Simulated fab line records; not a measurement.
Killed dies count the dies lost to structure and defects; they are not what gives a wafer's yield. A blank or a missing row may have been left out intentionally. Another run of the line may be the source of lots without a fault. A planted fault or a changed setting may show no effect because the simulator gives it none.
What tool caused it? ; flow gf180mcu ; Sampling: 12 lots, 36 wafers, 3 of 602 route steps

== WHAT THE GAUGES READ, wafer by wafer ==
GF_V5_RS_MEAS_24: uses a four-point probe to measure. Usual: for V5_W_RS the level is 0.327 ohm/sq and the standard deviation is 0.0066.
lot;measured;on;V5_W_RS (ohm/sq);flag
L894;day 27 08:23;film-metro-01;0.316 0.337 0.316;
L895;day 27 15:14;film-metro-03;0.337 0.332 0.327;
L898;day 28 23:05;film-metro-01;0.337 0.334 0.329;
L899;day 29 03:47;film-metro-01;0.328 0.329 0.327;
L900;day 29 04:47;film-metro-03;0.330 0.327 0.330;
L902;day 29 21:38;film-metro-01;0.323 0.329 0.325;
L903;day 30 05:29;film-metro-01;0.324 0.322 0.328;
L904;day 30 13:17;film-metro-01;0.315 0.310 0.326;
L905;day 30 22:13;film-metro-01;0.332 0.317 0.315;
L912;day 32 18:38;film-metro-03;0.323 0.327 0.330;
L913;day 33 10:05;film-metro-01;0.333 0.332 0.327;
L914;day 33 10:35;film-metro-02;0.324 0.324 0.327;

== EACH LOT AND THE TOOL THAT RAN IT (in order: tool; ch and the chambers of the sampled wafers; start) ==
lot;GF_M4_STRIP_17;GF_V5_STRIP_18
L894;plasma-asher-01 ch 0,1, day 23 12:47;plasma-asher-03 ch 0,1, day 27 07:38
L895;plasma-asher-04 ch 0,1, day 23 21:06;plasma-asher-04 ch 0,1, day 27 14:29
L898;plasma-asher-04 ch 0,1, day 25 07:46;plasma-asher-04 ch 0,1, day 28 22:20
L899;plasma-asher-04 ch 0,1, day 25 14:25;plasma-asher-03 ch 0,1, day 29 03:01
L900;plasma-asher-04 ch 0,1, day 25 15:22;plasma-asher-03 ch 0,1, day 29 03:59
L902;plasma-asher-01 ch 0,1, day 26 10:03;plasma-asher-01 ch 1, day 29 20:53
L903;plasma-asher-01 ch 0,1, day 26 17:18;plasma-asher-01 ch 0,1, day 30 04:44
L904;plasma-asher-01 ch 0,1, day 27 03:14;plasma-asher-04 ch 0,1, day 30 12:32
L905;plasma-asher-04 ch 0,1, day 27 12:27;plasma-asher-01 ch 0,1, day 30 21:26
L912;plasma-asher-01 ch 0,1, day 29 14:23;plasma-asher-01 ch 0,1, day 32 17:29
L913;plasma-asher-04 ch 0,1, day 29 21:00;plasma-asher-01 ch 0,1, day 33 09:20
L914;plasma-asher-01 ch 0,1, day 30 02:36;plasma-asher-04 ch 0,1, day 33 09:50
- GF_M4_STRIP_17: strips in O2/N2.
- GF_V5_STRIP_18: strips in O2/N2.

== WHAT THE TOOLS THEMSELVES READ (means of the sampled wafers that have a number; where no wafer has one, the mark that the record gives instead) ==
GF_M4_STRIP_17. Usual: drypump-motor-current-A 5.5 A, standard deviation 0.35; heater-power-w 321 W, standard deviation 22; oes-product-au 0.557 a.u., standard deviation 0.0049; strip-time-to-endpoint-s 7.86 s, standard deviation 0.053.
lot;tool;drypump-motor-current-A (A);heater-power-w (W);oes-product-au (a.u.);strip-time-to-endpoint-s (s);flag
L894;plasma-asher-01;5.0;317;0.549;7.77;
L895;plasma-asher-04;5.6;334;0.561;7.83;
L898;plasma-asher-04;5.6;335;0.560;7.88;
L899;plasma-asher-04;5.7;330;0.561;7.88;
L900;plasma-asher-04;5.7;328;0.558;7.91;
L902;plasma-asher-01;5.0;316;0.557;7.83;
L903;plasma-asher-01;5.2;306;0.559;7.87;
L904;plasma-asher-01;5.2;302;0.554;7.84;
L905;plasma-asher-04;5.7;333;0.557;7.88;
L912;plasma-asher-01;5.2;301;0.559;7.91;
L913;plasma-asher-04;5.6;336;0.553;7.81;
L914;plasma-asher-01;5.1;308;0.560;7.80;

GF_V5_STRIP_18. Usual: drypump-motor-current-A 5.4 A, standard deviation 0.4; heater-power-w 310 W, standard deviation 30; oes-product-au 0.570 a.u., standard deviation 0.0049.
lot;tool;drypump-motor-current-A (A);heater-power-w (W);oes-product-au (a.u.);flag
L894;plasma-asher-03;5.6;277;0.569;
L895;plasma-asher-04;5.7;332;0.570;
L898;plasma-asher-04;5.6;337;0.575;
L899;plasma-asher-03;5.9;306;0.569;
L900;plasma-asher-03;5.6;276;0.574;
L902;plasma-asher-01;4.8;322;0.568;
L903;plasma-asher-01;5.2;305;0.572;
L904;plasma-asher-04;5.6;335;0.574;
L905;plasma-asher-01;5.2;300;0.571;
L912;plasma-asher-01;5.0;314;0.569;
L913;plasma-asher-01;5.2;309;0.574;
L914;plasma-asher-04;5.6;337;0.572;

== THE ANSWER, worked out from the rows above alone ==
Rule: a lot is off if the mean of its wafers that have a number lies more than 3 standard deviations from the usual mean. A lot without any number at a reading at which 4 lots or more have one is off too. Where the step has rows for the other lots, those lots are counted as sound. Order of review: gauges by route order, followed by the tools' own readings, for which a lot's mean as printed above is used. The first step at which some lot is off is used, and at that step the reading that is off furthest; a lot without a number counts as furthest.
Across all readings shown, no lot is off: no conclusion can be drawn from this.

== WHAT THE SIMULATOR HAD PUT IN ==
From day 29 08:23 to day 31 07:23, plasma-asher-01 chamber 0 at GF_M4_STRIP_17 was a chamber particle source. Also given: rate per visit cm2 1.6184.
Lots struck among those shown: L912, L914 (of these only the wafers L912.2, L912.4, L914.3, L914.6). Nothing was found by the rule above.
